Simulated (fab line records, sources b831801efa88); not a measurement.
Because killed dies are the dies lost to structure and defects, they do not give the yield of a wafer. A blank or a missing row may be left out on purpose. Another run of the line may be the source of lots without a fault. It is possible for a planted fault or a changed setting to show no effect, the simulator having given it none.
Tool commonality check	flow gf180mcu	12 lots, 36 wafers sampled

WHY THIS WAS OPENED
2 of 12 lots carry a flag on the reading MVPSD_TW at GF_MVPSD_TW_MEAS_11. Wafers without a fault read 550, standard deviation 7.4.
Rule: a lot is flagged in two cases, either no wafer of it has a number, or all its wafers with numbers fall more than 4 standard deviations from that mean. The rest of the lots are taken to be sound.

lot	measured	on	MVPSD_TW, wafer by wafer	flag
L398	day 5 15:28	film_metro-02	543 544 542	
L399	day 5 16:26	film_metro-02	545 542 546	
L400	day 5 19:37	film_metro-01	553 552 552	
L402	day 6 20:07	film_metro-02	541 539 542	
L403	day 6 20:28	film_metro-03	692 690 688	FLAGGED
L404	day 6 23:16	film_metro-01	702 699 698	FLAGGED
L412	day 8 22:17	film_metro-02	537 540 539	
L415	day 9 09:33	film_metro-01	553 555 556	
L416	day 9 17:52	film_metro-01	554 554 556	
L417	day 10 06:54	film_metro-02	541 538 539	
L419	day 10 15:26	film_metro-01	558 561 558	
L418	day 10 16:46	film_metro-01	559 560 562	
The numbers of the flagged lots are 695 on average: +145 against the usual, or +20 standard deviations.

TOOL THAT RAN EACH LOT
The record holds 2 process steps before the reading, out of a route of 602 steps. Cell contents, in order: the tool; ch with the chambers the sampled wafers went through; the start.
lot	flag	GF_NWELL_STRIP_10	GF_LVPWELL_COAT_02
L398		plasma_asher-02 ch 0,1, day 3 19:59	litho_track-02 ch 0, day 4 02:16
L399		plasma_asher-04 ch 0,1, day 3 20:39	litho_track-04 ch 0, day 4 03:00
L400		plasma_asher-04 ch 0,1, day 4 01:02	litho_track-01 ch 0, day 4 07:50
L402		plasma_asher-04 ch 0,1, day 4 23:29	litho_track-01 ch 0, day 5 06:14
L403	FLAGGED	plasma_asher-01 ch 0,1, day 4 23:50	litho_track-04, day 5 06:35
L404	FLAGGED	plasma_asher-01 ch 0,1, day 5 04:08	litho_track-01, day 5 11:11
L412		plasma_asher-01 ch 0, day 6 22:36	litho_track-01 ch 0, day 7 04:59
L415		plasma_asher-01 ch 1, day 7 08:43	litho_track-04 ch 0, day 7 15:54
L416		plasma_asher-01 ch 0,1, day 7 15:25	litho_track-04 ch 0, day 7 22:53
L417		plasma_asher-04 ch 0,1, day 8 03:28	litho_track-04 ch 0, day 8 11:21
L419		plasma_asher-02 ch 0,1, day 8 11:10	litho_track-02 ch 0, day 8 18:59
L418		plasma_asher-01 ch 0,1, day 8 12:22	litho_track-02 ch 0, day 8 20:23
What the steps here do:
- GF_NWELL_STRIP_10: strips in O2/N2.
- GF_LVPWELL_COAT_02: resist thk 3000 nm.
- GF_MVPSD_TW_MEAS_11

FLAGGED OVER TOTAL, TOOL BY TOOL (the gauges that took the reading come last)
step	tool	lots run	flagged	share of the flagged lots	sound lots run after its first flagged lot
GF_NWELL_STRIP_10	plasma_asher-01	6	2	all	4 (L412,L415,L416,L418)
GF_NWELL_STRIP_10	plasma_asher-02	2	0	none	-
GF_NWELL_STRIP_10	plasma_asher-04	4	0	none	-
GF_LVPWELL_COAT_02	litho_track-01	4	1	some	1 (L412)
GF_LVPWELL_COAT_02	litho_track-02	3	0	none	-
GF_LVPWELL_COAT_02	litho_track-04	5	1	some	3 (L415,L416,L417)
GF_MVPSD_TW_MEAS_11	film_metro-01	6	1	some	4 (L415,L416,L419,L418)
GF_MVPSD_TW_MEAS_11	film_metro-02	5	0	none	-
GF_MVPSD_TW_MEAS_11	film_metro-03	1	1	some	0

WHAT THE TABLE ALLOWS
Rows of the table that ran each flagged lot: 1, that is plasma_asher-01 at GF_NWELL_STRIP_10.
- plasma_asher-01 at GF_NWELL_STRIP_10: 2 of its 6 lots flagged. Sound lots ran on it after the first flagged one (L412, L415, L416, L418), which a lasting fault on the whole tool wouldn't allow.
Not one row of the table ran every flagged lot while running no sound lot after the first.

WHAT THE SIMULATOR PUT IN
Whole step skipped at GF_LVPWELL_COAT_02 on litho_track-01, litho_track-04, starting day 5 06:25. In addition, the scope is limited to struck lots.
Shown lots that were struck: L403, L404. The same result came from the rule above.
